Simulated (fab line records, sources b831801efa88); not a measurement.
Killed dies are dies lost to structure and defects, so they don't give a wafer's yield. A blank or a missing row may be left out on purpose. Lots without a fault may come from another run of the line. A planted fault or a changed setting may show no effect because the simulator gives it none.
Which tool did it? | flow sky130 | 13 lots, 37 wafers sampled, at 1 step of a route of 708

WHAT THE GAUGES READ, wafer by wafer
SKY_CONTACT_THK_MEAS_01. Usual: CONTACT_CVD_00_THK 75.1 nm, standard deviation 1.
lot  | measured     | on            | CONTACT_CVD_00_THK (nm) | flag
L553 | day 30 12:55 | film_metro-04 | 73.5 75.1 74.8          |
L552 | day 30 14:13 | film_metro-04 | 74.0 73.2 75.6          |
L555 | day 31 17:38 | film_metro-04 | 73.9 75.2 76.8          |
L557 | day 32 03:52 | film_metro-04 | 75.7 75.2 76.0          |
L558 | day 32 07:20 | film_metro-01 | 74.6 76.0 77.0          |
L559 | day 32 23:20 | film_metro-03 | 75.8 73.0 75.7          |
L560 | day 33 07:30 | film_metro-03 | 73.9 74.8 76.2          |
L561 | day 33 17:18 | film_metro-04 | 73.7 74.7 75.8          |
L566 | day 34 20:24 | film_metro-03 | 77.3                    |
L568 | day 35 13:26 | film_metro-03 | 73.2 73.6 74.3          |
L573 | day 37 02:09 | film_metro-04 | 74.5 74.8 75.5          |
L574 | day 37 02:40 | film_metro-04 | 74.3 75.3 75.7          |
L575 | day 37 13:45 | film_metro-04 | 74.1 75.2 75.9          |

WHICH TOOL RAN EACH LOT (tool, then ch and the chambers of the sampled wafers, then the start)
The record holds no process step before these readings.

WHAT THE TOOLS THEMSELVES READ (means of the sampled wafers that have a number; where no wafer has one, the mark that the record gives instead)
The record holds no such reading with a usual standard deviation.

THE ANSWER, worked out from the rows above alone
Rule: a lot is off if the mean of its wafers that have a number lies more than 3 standard deviations from the usual mean. A lot without any number at a reading at which 4 lots or more have one is off too. The other lots that the step has rows for count as sound. The gauges are gone through in route order, then the tools' own readings, and for those a lot's mean is taken as printed above. The first step at which some lot is off is used, and at that step the reading that is off furthest; a lot without a number counts as furthest.
No lot is off at any reading shown: from this, nothing can be told.

WHAT THE SIMULATOR HAD PUT IN
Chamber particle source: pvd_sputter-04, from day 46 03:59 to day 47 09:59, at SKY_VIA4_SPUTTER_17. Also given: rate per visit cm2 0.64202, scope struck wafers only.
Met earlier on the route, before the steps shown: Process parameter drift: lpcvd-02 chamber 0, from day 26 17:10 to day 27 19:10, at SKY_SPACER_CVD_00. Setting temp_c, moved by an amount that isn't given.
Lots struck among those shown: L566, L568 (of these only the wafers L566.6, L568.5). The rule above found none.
